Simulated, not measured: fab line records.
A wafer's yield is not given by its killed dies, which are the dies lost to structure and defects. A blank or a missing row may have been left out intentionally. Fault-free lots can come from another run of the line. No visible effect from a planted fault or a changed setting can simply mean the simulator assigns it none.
A single fault, viewed from 2 desks -- flow gf180mcu -- numbers are kept per desk, each desk with only its own; the story behind them comes last

DESK OF THE TOOL OWNER: lithoTrack-04
The tool's own readings at GF_STI_PEB_10 (peb time 90 s): means of the sampled wafers that have a number, for each lot that ran on this tool. If a lot's mean is further than 4 standard deviations from the usual mean, the lot is out of limits and carries the mark OUT (the distance appears in the brackets).
Columns: A = exhaustPa at GF_STI_PEB_10, usual 45.2 Pa; B = heaterPowerTotalW at GF_STI_PEB_10, usual 85.70 W; C = plateTempC at GF_STI_PEB_10, usual 134.97 C
lot,first seen here,A,B,C
L242,day 2 02:10,45.7,85.73,135.03
L243,day 2 07:00,44.6,85.68,134.96
L249,day 3 13:03,46.1,77.49 (-99) OUT,124.89 (-84) OUT
L250,day 3 18:14,45.7,77.38 (-99 or more) OUT,124.70 (-86) OUT
L252,day 4 05:13,44.7,77.35 (-99 or more) OUT,124.83 (-85) OUT
L265,day 7 00:50,45.0,85.69,135.01
This desk finds L249, L250, L252 out of limits, L249 being first, at day 3 13:03 (heaterPowerTotalW at GF_STI_PEB_10). L242, L243, L265 stayed within limits.

THE METROLOGY DESK
Lot by lot, what the gauges showed, no matter which tool ran the lot: averages of those sampled wafers that carry a number. If a lot's mean is further than 4 standard deviations from the usual mean, the lot is out of limits and carries the mark OUT (the distance appears in the brackets).
Columns: A = STI_OXIDATION_THK at GF_STI_THK_MEAS_02, usual 10.07 nm; B = cdNm at GF_STI_CD_MEAS_12, usual 219.8 nm; C = MVPSD_OVL at GF_MVPSD_OVL_MEAS_07, usual -0.1 nm
lot,first seen here,A,B,C
L242,day 1 12:51,10.32,218.5,-0.8
L243,day 1 16:31,10.04,219.7,0.5
L244,day 1 21:31,10.15,220.7,-2.0
L249,day 2 22:52,10.10,265.9 (+33) OUT,-
L250,day 3 03:32,10.03,264.3 (+32) OUT,-
L252,day 3 14:30,10.13,252.8 (+24) OUT,-0.7
L254,day 3 23:32,10.22,218.6,-0.1
L256,day 4 10:48,9.93,220.1,-0.0
L257,day 4 14:31,10.02,219.2,-1.1
L259,day 5 00:39,9.78,220.3,-0.1
L261,day 5 10:49,10.12,220.8,1.7
L262,day 5 15:34,10.16,220.6,-1.6
L263,day 5 20:56,10.12,220.8,-0.3
L264,day 6 01:34,10.29,217.4,0.0
L265,day 6 07:04,10.07,219.2,-1.1
This desk finds L249, L250, L252 out of limits, L249 being first, at day 3 13:23 (cdNm at GF_STI_CD_MEAS_12). L242, L243, L244, L254, L256, L257, L259, L261, L262, L263, L264, L265 stayed within limits.

ALL TOGETHER
The tool owner's desk could have raised an alarm at day 3 13:03, on L249, L250, L252.
L249, L250, L252 would have let the metrology desk raise an alarm at day 3 13:23.
Every lot named ran GF_STI_PEB_10 on lithoTrack-04.

WHAT THE SIMULATOR HAD PUT IN
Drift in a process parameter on lithoTrack-04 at GF_STI_PEB_10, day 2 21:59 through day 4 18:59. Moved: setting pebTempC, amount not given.
Lots struck among those shown: L249, L250, L252.
Counting hours from when the fault started, the first reading out of limits came at 15 for the tool owner's desk and at 15 for the metrology desk.
